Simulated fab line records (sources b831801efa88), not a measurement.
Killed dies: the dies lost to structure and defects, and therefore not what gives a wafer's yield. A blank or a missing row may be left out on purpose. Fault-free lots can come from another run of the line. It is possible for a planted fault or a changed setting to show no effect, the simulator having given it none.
Which tool is to blame?    flow sky130    Sampling: 12 lots, 36 wafers, 2 of 708 route steps

== WHAT EACH GAUGE READ, for each wafer ==
SKY_VIA2_BOW_MEAS_03.
lot   measured      on             VIA2_BOW (um)
L773  day 35 03:31  film-metro-04  89 84 88
L774  day 35 11:13  film-metro-04  93 92 94
L776  day 36 09:04  film-metro-02  79 87 78
L777  day 36 22:56  film-metro-01  92 93 81
L778  day 37 00:25  film-metro-01  91 91 74
L779  day 37 07:54  film-metro-01  86 92 87
L781  day 37 23:28  film-metro-01  91 82 84
L782  day 38 12:35  film-metro-02  86 80 89
L788  day 40 01:10  film-metro-04  71 65 81
L789  day 40 05:57  film-metro-01  101 100 90
L790  day 40 10:46  film-metro-02  70 84 88
L794  day 41 20:23  film-metro-02  90 88 83

== WHAT TOOL EACH LOT RAN ON (gives the tool, then ch and the chambers of the sampled wafers, and finally the start) ==
lot   SKY_METAL2_STRIP_20
L773  plasma-asher-04 ch 0,1, day 35 02:25
L774  plasma-asher-04 ch 0,1, day 35 10:05
L776  plasma-asher-02 ch 0,1, day 36 07:58
L777  plasma-asher-03 ch 0,1, day 36 21:51
L778  plasma-asher-02 ch 0,1, day 36 23:19
L779  plasma-asher-03 ch 0,1, day 37 06:45
L781  plasma-asher-03 ch 0,1, day 37 22:22
L782  plasma-asher-04 ch 0,1, day 38 11:14
L788  plasma-asher-02 ch 0,1, day 39 23:55
L789  plasma-asher-02 ch 0,1, day 40 04:50
L790  plasma-asher-02 ch 0,1, day 40 09:41
L794  plasma-asher-02 ch 0,1, day 41 19:10
- SKY_METAL2_STRIP_20: strips in O2/N2.

== WHAT THE TOOLS THEMSELVES READ (means of the sampled wafers that have a number; where no wafer has one, the mark that the record gives instead) ==
SKY_METAL2_STRIP_20.
lot   tool             drypump-motor-current-A (A)  oes-product-au (a.u.)  strip-time-to-endpoint-s (s)
L773  plasma-asher-04  5.78                         0.345                  2.71
L774  plasma-asher-04  5.80                         0.338                  2.65
L776  plasma-asher-02  5.57                         0.346                  2.61
L777  plasma-asher-03  5.34                         0.342                  2.68
L778  plasma-asher-02  5.57                         0.341                  2.62
L779  plasma-asher-03  5.34                         0.343                  2.65
L781  plasma-asher-03  5.24                         0.339                  2.63
L782  plasma-asher-04  5.78                         0.340                  2.68
L788  plasma-asher-02  5.60                         0.342                  2.68
L789  plasma-asher-02  5.61                         0.341                  2.65
L790  plasma-asher-02  5.59                         0.338                  2.67
L794  plasma-asher-02  5.57                         0.343                  2.69

== THE ANSWER, worked out from the rows above alone ==
Rule: the usual values come from the lots themselves. The widest of any qualifying gaps counts: lots, ordered by their means at a reading, are off when they make up no more than a third of the lots, leave a main group of 4 or more, and stand apart from it by 3 or more times the standard deviation of that group's means. If all means in a main group match to the digits the tables above print for the reading, that group is not used. Also off: a lot with no number at a reading for which 4 or more lots have one. The other lots that the step has rows for count as sound. After the gauges, taken in route order, come the tools' own readings; for these a lot's mean is taken, as printed above. The first step at which some lot is off is used, and at that step the reading that is off furthest; a lot without a number counts as furthest.
No lot is off on any of the readings shown, so nothing can be concluded from this.

== WHAT THE SIMULATOR HAD INSERTED ==
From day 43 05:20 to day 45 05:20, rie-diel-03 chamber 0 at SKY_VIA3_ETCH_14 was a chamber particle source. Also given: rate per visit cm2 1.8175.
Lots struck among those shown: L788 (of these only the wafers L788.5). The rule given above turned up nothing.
